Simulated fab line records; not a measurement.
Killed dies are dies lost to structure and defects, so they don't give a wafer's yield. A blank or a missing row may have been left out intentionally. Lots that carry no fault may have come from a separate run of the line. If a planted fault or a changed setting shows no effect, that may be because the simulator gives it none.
2 desks looking at one fault ; flow sky130 ; numbers are kept per desk, each desk with only its own; the story behind them comes last

METROLOGY DESK
Lot by lot, what the gauges showed, no matter which tool ran the lot: averages of those sampled wafers that carry a number. The brackets show how far a lot's mean lies from the usual mean; more than 4 standard deviations puts the lot out of limits, marked OUT.
Columns: A = METAL2_OVL at SKY_METAL2_OVL_MEAS_16, usual 1 nm; B = CAPM_CVD_00_THK at SKY_CAPM_THK_MEAS_01, usual 15.53 nm; C = CAPM_OVL at SKY_CAPM_OVL_MEAS_12, usual -0.2 nm
lot;first seen here;A;B;C
L620;day 36 11:56;9;15.63;-1.9
L621;day 36 17:59;3;15.54;-3.6
L622;day 36 19:49;5;15.26;0.8
L623;day 37 01:16;3;15.67;0.5
L625;day 37 15:23;8;15.75;0.6
L626;day 38 12:47;-2;15.32;1.3
L628;day 38 19:09;2;15.31;-0.9
L629;day 39 01:21;-7;15.43;1.5
L630;day 39 20:24;-6;15.52;-0.8
L635;day 40 16:05;-2;16.50 (+4.6) OUT;0.3
L637;day 41 08:54;11;15.75;1.2
This desk's result: L635 out of limits, first on L635 (CAPM_CVD_00_THK at SKY_CAPM_THK_MEAS_01), day 41 18:55. L620, L621, L622, L623, L625, L626, L628, L629, L630, L637 stayed within limits.

TOOL OWNER'S DESK, pecvd-02
The tool's own readings at SKY_CAPM_CVD_00 (deposits SiO2, target thk 15.5 nm): means of the sampled wafers that have a number, for each lot that ran on this tool. The brackets show how far a lot's mean lies from the usual mean; more than 4 standard deviations puts the lot out of limits, marked OUT.
Columns: A = heaterPowerW at SKY_CAPM_CVD_00, usual 707 W; B = susceptorTempC at SKY_CAPM_CVD_00, usual 400.03 C
lot;first seen here;A;B
L621;day 37 23:42;663;400.14
L626;day 39 17:39;645;400.01
L628;day 40 02:57;673;400.28
L629;day 40 05:07;680;399.97
L630;day 41 00:20;641;399.98
L635;day 41 18:53;674;399.79
This desk's verdict: no lot among the 6 shows anything out of limits.

TAKEN TOGETHER
The metrology desk could have raised an alarm at day 41 18:55, on L635.
The desk of the tool owner found nothing out of limits.
The tool owner's desk has L635 on record, within its limits.
On pecvd-02, each named lot ran SKY_CAPM_CVD_00.

WHAT THE SIMULATOR HAD INSERTED
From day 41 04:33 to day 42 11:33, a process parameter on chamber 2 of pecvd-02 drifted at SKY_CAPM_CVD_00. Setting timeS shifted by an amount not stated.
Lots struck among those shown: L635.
Hours from the fault's start to each desk's first reading out of limits: the metrology desk, 14.
